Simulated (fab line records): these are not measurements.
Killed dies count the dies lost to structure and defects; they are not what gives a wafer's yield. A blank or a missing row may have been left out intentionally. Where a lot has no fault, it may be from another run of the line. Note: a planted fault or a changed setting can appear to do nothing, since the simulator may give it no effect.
fab line records	flow gf180mcu
[record] lots = 14	wafers = 42	last-day = 34
route steps=602 shown VT_IMPLANT@99 CONTACT@290 M1@331
lots that met no fault: taken from a fault-free run of the same line
start-h: the number of hours between the record's first day and the start of the first shown wafer of the lot	wait-h: hours elapsed since this lot's preceding step	" identical to the entry in the row above	L1.1+2: one row covering several wafers at once	- value missing, or start not given	* or withheld: withheld	< > ~ a bound
route shown NAME@n: NAME is a module with steps in the file, n the number in the route of the first one	usual: average and standard deviation across the fault-free wafers	same: alike in all rows	chamber/n: place in a boat	sites: the reading at each site	_std_site: standard deviation across them	_edge_site: outer sites' mean less inner sites'	radius-mm: for every site, how far away it sits from the centre of the wafer	mask NAME#n: copy n	behind: tool/chamber where the wafer was last shaped	hold: cause of the lot's hold/its duration in hours/its outcome	device: transistor that didn't switch, given as n, p or np	end of line: tests run on the same wafers once the route is complete	for a step that has no rows: nothing shown but its recipe	killed: not the wafer's yield, but the dies lost to structure and defects at the first sort	map: a wafer's dies, x killed, . not, _ none there
set.NAME: the setting as run; set.NAME@STEP: as run at that earlier step	model.NAME: the simulator's own value behind a step, which no gauge read
steps of the route over a sample of lots; a table a step, a row a wafer
services: a tool's chamber out of use, with start hour (start-h, from the record's first day; less than 0 if before it), hours out, and reason
[[steps]]
[step GF_VT_IMPLANT_STRIP_09]
[recipe] chemistry = O2/N2	power-w = 1400	pressure-mtorr = 1500	platen-temp-c = 250	o2-flow-sccm = 3000	n2-flow-sccm = 300	overash-fraction = 0.5
[usual] drypump-motor-current-A = 5.8/0.5	heater-power-w = 346/23	oes-product-au = 0.715/0.0044	strip-time-to-endpoint-s = 12.63/0.032
lot.wafer	tool	chamber	start-h	wait-h	drypump-motor-current-A	heater-power-w	oes-product-au	rf-hours-counter-h	strip-time-to-endpoint-s
L929.2	plasma-asher-01	0	110.36	0.1	5.3	343	0.718	46	12.63
L929.5	"	0	"	"	5.3	351	0.715	-	12.65
L929.6	"	1	"	"	6.3	347	0.717	-	12.68
L931.1	plasma-asher-01	0	123.70	0.1	5.3	345	0.718	48	12.67
L931.3	"	0	"	"	5.3	336	0.708	-	12.68
L931.5	"	0	"	"	5.3	351	0.715	-	12.66
L932.1	plasma-asher-04	1	129.66	0.1	6.5	386	0.718	1	12.61
L932.5	"	0	"	"	5.6	321	0.707	-	12.64
L932.6	"	1	"	"	6.5	380	0.710	-	12.65
L933.1	plasma-asher-01	0	135.96	0.1	5.3	342	0.709	49	12.62
L933.3	"	1	"	"	6.3	356	0.712	-	12.61
L933.6	"	0	"	"	5.3	346	0.713	-	12.59
L934.1	plasma-asher-04	0	141.86	0.1	5.6	324	0.715	2	12.61
L934.5	"	1	"	"	6.5	378	0.716	-	12.59
L934.6	"	0	"	"	5.6	321	0.716	-	12.63
L937.1	plasma-asher-04	1	160.25	0.1	6.5	387	0.714	4	12.63
L937.2	"	0	"	"	5.6	325	0.715	4	12.63
L937.3	"	1	"	"	6.5	381	0.713	-	12.57
L939.3	plasma-asher-04	1	174.14	0.1	6.5	382	0.720	-	12.62
L939.4	"	0	"	"	5.6	312	0.715	-	12.61
L939.6	"	0	"	"	5.6	321	0.712	-	12.65
L940.2	plasma-asher-04	0	178.88	0.1	5.6	318	0.717	6	12.62
L940.3	"	0	"	"	5.6	322	0.719	-	12.61
L940.5	"	1	"	"	6.5	372	0.725	-	12.65
L942.1	plasma-asher-03	0	190.58	0.1	5.3	353	0.710	58	12.64
L942.3	"	1	"	"	5.4	313	0.717	-	12.63
L942.6	"	0	"	"	5.3	354	0.715	-	12.63
L943.2	plasma-asher-01	1	197.25	0.1	6.3	359	0.718	55	12.66
L943.5	"	1	"	"	6.3	346	0.711	-	12.69
L943.6	"	0	"	"	5.3	345	0.714	-	12.71
L944.4	plasma-asher-03	0	205.19	0.1	5.3	354	0.715	-	12.63
L944.5	"	0	"	"	5.3	368	0.717	-	12.56
L944.6	"	1	"	"	5.4	308	0.719	-	12.62
L946.3	plasma-asher-01	1	221.24	0.1	6.3	347	0.713	-	12.60
L946.4	"	0	"	"	5.3	338	0.717	-	12.60
L946.5	"	1	"	"	6.3	342	0.716	-	12.64
L948.3	plasma-asher-04	1	231.94	0.1	6.5	377	0.718	-	12.66
L948.4	"	0	"	"	5.6	313	0.719	-	12.65
L948.5	"	1	"	"	6.5	384	0.717	-	12.64
L952.1	plasma-asher-01	1	258.95	0.1	6.3	346	0.716	61	12.60
L952.2	"	0	"	"	5.3	345	0.719	61	12.60
L952.6	"	1	"	"	6.3	353	0.710	-	12.60
[step GF_VT_IMPLANT_DEVELOP_17]
[recipe] develop-time-s = 60	dev-temp-c = 23
[usual] chill-plate-temp-C = 22.99/0.11	develop-time-s = 60/0	developer-temp-C = 23.01/0.096
lot.wafer	tool	chamber	start-h	wait-h	chill-plate-temp-C	develop-time-s	developer-temp-C
L929.2	litho-track-04	0	124.32	0.1	23.07	60	22.95
L929.5	"	0	"	"	22.96	60	23.21
L929.6	"	0	"	"	23.08	60	22.94
L931.1	litho-track-03	0	138.92	0.1	22.89	60	23.20
L931.3	"	0	"	"	22.90	60	23.16
L931.5	"	0	"	"	22.83	60	22.90
L932.1	litho-track-03	0	144.02	0.1	22.86	60	22.88
L932.5	"	0	"	"	22.84	60	23.10
L932.6	"	0	"	"	22.96	60	23.07
L933.1	litho-track-03	0	151.72	0.1	22.89	60	22.96
L933.3	"	0	"	"	22.93	60	23.06
L933.6	"	0	"	"	23.00	60	23.15
L934.1	litho-track-04	0	157.54	0.1	23.05	60	23.05
L934.5	"	0	"	"	22.90	60	23.04
L934.6	"	0	"	"	23.08	60	23.05
L937.1	litho-track-01	0	176.23	0.1	23.15	60	23.08
L937.2	"	0	"	"	23.00	60	23.08
L937.3	"	0	"	"	22.97	60	23.20
L939.3	litho-track-04	0	191.24	0.1	23.02	60	23.03
L939.4	"	0	"	"	23.19	60	22.96
L939.6	"	0	"	"	23.06	60	23.09
L940.2	litho-track-03	0	195.44	0.1	23.03	60	23.07
L940.3	"	0	"	"	23.08	60	22.88
L940.5	"	0	"	"	23.05	60	22.85
L942.1	litho-track-04	0	206.84	0.1	23.10	60	22.91
L942.3	"	0	"	"	22.96	60	22.86
L942.6	"	0	"	"	23.11	60	23.05
L943.2	litho-track-04	-	214.42	0.1	-	-	-
L943.5	"	-	"	"	-	-	-
L943.6	"	-	"	"	-	-	-
L944.4	litho-track-03	-	222.74	0.1	-	-	-
L944.5	"	-	"	"	-	-	-
L944.6	"	-	"	"	-	-	-
L946.3	litho-track-01	0	238.82	0.1	23.02	60	23.07
L946.4	"	0	"	"	23.07	60	23.12
L946.5	"	0	"	"	23.04	60	23.01
L948.3	litho-track-04	0	249.89	0.1	23.02	60	23.00
L948.4	"	0	"	"	22.91	60	23.04
L948.5	"	0	"	"	23.02	60	23.01
L952.1	litho-track-03	0	278.51	0.1	23.10	60	23.00
L952.2	"	0	"	"	23.06	60	23.05
L952.6	"	0	"	"	22.98	60	23.05
[step GF_CONTACT_THK_MEAS_03]
[recipe] reads = SiO2_of_CONTACT_CVD_02
[usual] CONTACT_CVD_02_THK = 858/13
lot.wafer	tool	chamber	start-h	wait-h	CONTACT_CVD_02_THK[nm]
L929.2	film-metro-04	-	339.21	0.0	838
L929.5	"	-	"	"	868
L929.6	"	-	"	"	855
L931.1	film-metro-01	-	358.80	0.0	846
L931.3	"	-	"	"	860
L931.5	"	-	"	"	866
L932.1	film-metro-01	-	367.32	0.0	862
L932.5	"	-	"	"	860
L932.6	"	-	"	"	865
L933.1	film-metro-04	-	381.21	0.0	849
L933.3	"	-	"	"	846
L933.6	"	-	"	"	848
L934.1	film-metro-01	-	389.43	0.0	866
L934.5	"	-	"	"	883
L934.6	"	-	"	"	875
L937.1	film-metro-04	-	414.96	0.0	863
L937.2	"	-	"	"	845
L937.3	"	-	"	"	876
L939.3	film-metro-01	-	434.22	0.1	842
L939.4	"	-	"	"	871
L939.6	"	-	"	"	866
L940.2	film-metro-04	-	438.73	0.0	874
L940.3	"	-	"	"	883
L940.5	"	-	"	"	886
L942.1	film-metro-01	-	456.58	0.0	856
L942.3	"	-	"	"	847
L942.6	"	-	"	"	858
L946.3	film-metro-01	-	497.65	0.1	858
L946.4	"	-	"	"	884
L946.5	"	-	"	"	881
L948.3	film-metro-04	-	516.36	0.1	861
L948.4	"	-	"	"	863
L948.5	"	-	"	"	865
L952.1	film-metro-04	-	545.43	0.0	854
L952.2	"	-	"	"	853
L952.6	"	-	"	"	872
[step GF_M1_METAL_ETCH_16]
[recipe] chemistry = Cl2/BCl3	mask-material = KrF	target-depth-nm = 750.8	stop-on = SiO2	pressure-mtorr = 8	icp-w = 800	bias-w = 140	Cl2_flow_sccm = 80	bcl3-flow-sccm = 40	time-s = 125.1
[usual] drypump-motor-current-A = 5.7/0.34	oes-product-au = 0.991/0.0062	throttle-valve-pct = 28.229/0.01
lot.wafer	tool	chamber	start-h	wait-h	drypump-motor-current-A	oes-product-au	rf-hours-counter-h	throttle-valve-pct
L929.2	rie-metal-04	1	384.59	0.0	6.0	0.987	8	28.221
L929.5	"	1	"	"	6.1	0.985	-	28.240
L929.6	"	0	"	"	5.5	0.991	-	28.223
L931.1	rie-metal-01	0	406.51	0.0	6.3	0.998	7	28.237
L931.3	"	1	"	"	5.3	0.993	-	28.237
L931.5	"	0	"	"	6.3	0.997	-	28.230
L932.1	rie-metal-02	1	416.74	0.0	5.4	1.000	10	28.214
L932.5	"	1	"	"	5.4	1.000	-	28.225
L932.6	"	0	"	"	5.5	0.989	-	28.250
L933.1	rie-metal-02	1	430.63	0.0	5.5	1.001	11	28.218
L933.3	"	1	"	"	5.5	0.999	-	28.222
L933.6	"	1	"	"	5.4	0.991	-	28.206
L934.1	rie-metal-04	0	439.58	0.0	5.5	0.996	5	28.237
L934.5	"	1	"	"	6.1	0.995	-	28.233
L934.6	"	0	"	"	5.5	0.995	-	28.242
L937.1	rie-metal-04	0	466.04	0.0	5.5	0.991	6	28.224
L937.2	"	1	"	"	6.1	0.996	10	28.232
L937.3	"	0	"	"	5.5	0.996	-	28.228
L939.3	rie-metal-02	1	486.28	0.1	5.5	0.995	-	28.222
L939.4	"	0	"	"	5.5	0.986	-	28.230
L939.6	"	0	"	"	5.5	0.990	-	28.222
L940.2	rie-metal-01	0	489.57	0.0	6.3	0.993	9	28.225
L940.3	"	1	"	"	5.3	0.986	-	28.220
L940.5	"	1	"	"	5.3	0.988	-	28.225
L942.1	rie-metal-04	0	506.44	0.0	5.5	0.988	7	28.233
L942.3	"	0	"	"	5.5	0.991	-	28.225
L942.6	"	1	"	"	6.0	0.991	-	28.234
L946.3	rie-metal-02	0	545.98	0.1	5.5	0.983	-	28.239
L946.4	"	1	"	"	5.5	0.972	-	28.244
L946.5	"	0	"	"	5.5	0.993	-	28.238
L948.3	rie-metal-04	1	563.68	0.1	6.1	0.993	-	28.235
L948.4	"	0	"	"	5.5	1.000	-	28.225
L948.5	"	1	"	"	6.1	0.984	-	28.230
L952.1	rie-metal-02	1	591.93	0.0	5.5	0.982	2	28.236
L952.2	"	0	"	"	5.5	0.991	10	28.228
L952.6	"	1	"	"	5.4	0.977	-	28.248
[[services]]
tool	chamber	start-h	hours	kind
rie-metal-01	1	90.34	9.2	repair
plasma-asher-01	-	102.89	5.2	repair
plasma-asher-04	-	108.75	9.0	pm
plasma-asher-04	0	108.75	9.0	vent-cycle
plasma-asher-04	1	108.75	9.0	vent-cycle
plasma-asher-04	0	117.75	-	clean
plasma-asher-03	-	132.79	2.2	repair
plasma-asher-01	-	144.92	1.0	repair
rie-metal-04	0	146.05	9.9	repair
plasma-asher-03	-	152.06	4.7	repair
rie-metal-01	-	161.54	0.2	repair
plasma-asher-01	-	179.83	1.8	repair
rie-metal-04	-	189.90	1.4	pm
rie-metal-02	-	232.12	0.1	repair
rie-metal-04	-	307.64	2.8	pm
rie-metal-04	-	311.52	5.1	repair
rie-metal-02	0	371.50	1.3	repair
plasma-asher-04	-	379.00	4.1	repair
rie-metal-01	-	390.53	1.4	pm
plasma-asher-03	-	421.25	9.0	pm
rie-metal-01	-	464.65	0.6	repair
rie-metal-02	-	511.00	2.8	pm
rie-metal-02	-	550.66	0.5	repair
plasma-asher-01	-	585.90	3.0	repair
[[key]]
[first-sign] step = GF_VT_IMPLANT_DEVELOP_17	reading = tool-record	direction = missing
effect none on later readings
met-at GF_VT_IMPLANT_DEVELOP_17
struck-lots L943,L944
later-rows-left-out L943.2,L943.5,L943.6,L944.4,L944.5,L944.6
sort-left-out L943.2,L943.5,L943.6,L944.4,L944.5,L944.6
tester-left-out L943,L944
not-acting-at GF_VT_IMPLANT_STRIP_09,GF_CONTACT_THK_MEAS_03,GF_M1_METAL_ETCH_16
onset-between 206.84 214.42
[fault] kind = skipped-step-whole	tool = litho-track-03,litho-track-04	chamber = -	onset-h = 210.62	steps = GF_VT_IMPLANT_DEVELOP_17	scope = struck-lots-only
// tester-left-out: of these lots the tester's yield and bins aren't shown, on N5 and GAA mostly nor the transistor test; their killed dies are dies lost to structure and defects alone, not to doping, threshold or leakage, so they don't give the yield
// sort-left-out: the simulated sort isn't trusted on such a fault, so these wafers' sort isn't shown, and their yield isn't known
// later-rows-left-out: the simulator's readings of these wafers behind a module that went badly wrong aren't trusted and aren't shown, but for the sort
